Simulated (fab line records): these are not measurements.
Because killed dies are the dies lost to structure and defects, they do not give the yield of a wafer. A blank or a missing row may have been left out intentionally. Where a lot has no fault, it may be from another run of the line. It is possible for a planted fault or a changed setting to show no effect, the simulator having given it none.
Which of the tools did it?	flow gf180mcu	Sampling: 13 lots, 39 wafers, 4 of 602 route steps

WHAT THE GAUGES SHOWED, per wafer
GF_M3_RS_MEAS_05: measurement is done with a four-point probe. Usual: M3_ALCU_RS 0.0694 ohm/sq, standard deviation 0.00067.
lot	measured	on	M3_ALCU_RS (ohm/sq)	flag
L596	day 20 06:50	film-metro-03	0.0686 0.0691 0.0692	
L598	day 21 02:20	film-metro-01	0.0687 0.0688 0.0694	
L599	day 21 11:50	film-metro-03	0.0696 0.0689 0.0692	
L600	day 21 23:10	film-metro-01	0.0689 0.0689 0.0691	
L602	day 22 11:12	film-metro-01	0.0684 0.0687 0.0690	
L603	day 22 21:09	film-metro-03	0.0693 0.0694 0.0692	
L604	day 23 16:56	film-metro-04	0.0691 0.0691 0.0682	
L609	day 25 03:08	film-metro-04	0.0689 0.0692 0.0700	
L610	day 25 10:29	film-metro-04	0.0687 0.0696 0.0688	
L612	day 25 22:26	film-metro-03	0.0710 0.0708 0.0704	
L614	day 26 13:37	film-metro-03	0.0700 0.0702 0.0695	
L616	day 27 07:47	film-metro-03	0.0701 0.0698 0.0694	
L619	day 28 01:20	film-metro-03	0.0703 0.0709 0.0702	

TOOL THAT RAN EACH LOT (tool first, then ch and the chambers of the sampled wafers, then the start)
lot	GF_CONTACT_SPUTTER_22	GF_M1_SPUTTER_03	GF_V2_SOFTBAKE_10
L596	pvd-sputter-03, day 16 01:50	pvd-sputter-01, day 16 02:41	litho-track-04 ch 0, day 19 17:00
L598	pvd-sputter-03, day 16 21:49	pvd-sputter-02, day 16 22:42	litho-track-04 ch 0, day 20 13:00
L599	pvd-sputter-03, day 17 05:29	pvd-sputter-02, day 17 06:19	litho-track-01 ch 0, day 20 21:00
L600	pvd-sputter-04, day 17 16:28	pvd-sputter-02, day 17 17:19	litho-track-02 ch 0, day 21 09:00
L602	pvd-sputter-03, day 18 05:02	pvd-sputter-01, day 18 05:53	litho-track-04 ch 0, day 21 22:00
L603	pvd-sputter-02, day 18 13:49	pvd-sputter-02, day 18 14:39	litho-track-02 ch 0, day 22 07:00
L604	pvd-sputter-03, day 19 10:29	pvd-sputter-01, day 19 11:19	litho-track-04 ch 0, day 23 02:00
L609	pvd-sputter-04, day 20 22:53	pvd-sputter-03, day 20 23:44	litho-track-04 ch 0, day 24 14:00
L610	pvd-sputter-02, day 21 07:10	pvd-sputter-01, day 21 08:07	litho-track-04 ch 0, day 24 21:00
L612	pvd-sputter-04, day 21 21:59	pvd-sputter-01, day 21 22:50	litho-track-01 ch 0, day 25 09:00
L614	pvd-sputter-04, day 22 14:17	pvd-sputter-01, day 22 15:19	litho-track-01 ch 0, day 26 01:00
L616	pvd-sputter-02, day 23 09:53	pvd-sputter-01, day 23 10:43	litho-track-02 ch 0, day 26 19:00
L619	pvd-sputter-02, day 24 06:58	pvd-sputter-03, day 24 07:49	litho-track-01 ch 0, day 27 13:00
- GF_CONTACT_SPUTTER_22: material Ti, target thk 15 nm, time 80.02 s.
- GF_M1_SPUTTER_03: material Ti, target thk 10 nm, time 6.7 s.
- GF_V2_SOFTBAKE_10: time 60 s.

AS READ BY THE TOOLS THEMSELVES (means over the sampled wafers that have a number; for cases with no such wafer, the mark the record gives instead)
GF_CONTACT_SPUTTER_22. Usual: chamber-pressure-pa 4.999 Pa, standard deviation 0.01; throttle-valve-pct 29.8 %, standard deviation 1.1.
lot	tool	chamber-pressure-pa (Pa)	throttle-valve-pct (%)	flag
L596	pvd-sputter-03	5.001	29.7	
L598	pvd-sputter-03	5.005	29.5	
L599	pvd-sputter-03	5.015	30.6	
L600	pvd-sputter-04	4.998	28.9	
L602	pvd-sputter-03	5.002	29.2	
L603	pvd-sputter-02	4.993	29.4	
L604	pvd-sputter-03	4.997	29.4	
L609	pvd-sputter-04	4.993	30.4	
L610	pvd-sputter-02	5.000	29.4	
L612	pvd-sputter-04	4.992	29.9	
L614	pvd-sputter-04	5.000	29.6	
L616	pvd-sputter-02	5.001	29.8	
L619	pvd-sputter-02	4.998	29.8	

GF_M1_SPUTTER_03. Usual: chamber-pressure-pa 0.3001 Pa, standard deviation 0.00062; throttle-valve-pct 29.8 %, standard deviation 1.
lot	tool	chamber-pressure-pa (Pa)	throttle-valve-pct (%)	flag
L596	pvd-sputter-01	0.3002	30.2	
L598	pvd-sputter-02	0.3004	29.7	
L599	pvd-sputter-02	0.3006	29.8	
L600	pvd-sputter-02	0.3003	29.0	
L602	pvd-sputter-01	0.2999	29.6	
L603	pvd-sputter-02	0.2996	30.6	
L604	pvd-sputter-01	0.3007	29.6	
L609	pvd-sputter-03	0.3000	29.3	
L610	pvd-sputter-01	0.2998	29.8	
L612	pvd-sputter-01	0.2998	29.6	
L614	pvd-sputter-01	0.2998	29.5	
L616	pvd-sputter-01	0.3006	29.7	
L619	pvd-sputter-03	0.2999	29.9	

GF_V2_SOFTBAKE_10. Usual: run-length-s 89.17 s, standard deviation 0.15.
lot	tool	run-length-s (s)	flag
L596	litho-track-04	89.17	
L598	litho-track-04	89.21	
L599	litho-track-01	89.18	
L600	litho-track-02	89.11	
L602	litho-track-04	89.24	
L603	litho-track-02	88.98	
L604	litho-track-04	89.13	
L609	litho-track-04	100.43	OFF
L610	litho-track-04	100.52	OFF
L612	litho-track-01	89.11	
L614	litho-track-01	89.14	
L616	litho-track-02	89.05	
L619	litho-track-01	88.93	

THE ANSWER, worked out from the rows above alone
Rule: take the mean of a lot's wafers that have a number; if it is more than 3 standard deviations from the usual mean, the lot is off. A lot without any number at a reading at which 4 lots or more have one is off too. All remaining lots with rows at the step are treated as sound. The gauges are gone through in route order, then the tools' own readings, and for those a lot's mean is taken as printed above. At the first step where some lot is off, the reading lying furthest off is the one used; lots without a number count as furthest.
Off at GF_V2_SOFTBAKE_10 (run-length-s): L609, L610.
If a tool, at that step or one of the process steps before it, ran each lot that is off and ran no sound lot following the first of them, it fits. One fits: GF_V2_SOFTBAKE_10 on litho-track-04. A fault onset in the window from L604 (day 23 02:00, its last sound lot) to L609 (day 24 14:00, its first lot off) fits.
The tool's own readings at GF_V2_SOFTBAKE_10 bear it out: on the lots that are off they differ by more than 5 times the standard deviation of the sound lots' means. run-length-s reads 100.47 s there against 89.11 s on the sound lots.

WHAT THE SIMULATOR HAD PUT IN
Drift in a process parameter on litho-track-04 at GF_V2_SOFTBAKE_10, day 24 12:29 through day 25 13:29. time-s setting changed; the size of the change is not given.
Shown lots that were struck: L609, L610. The rule above found the same.
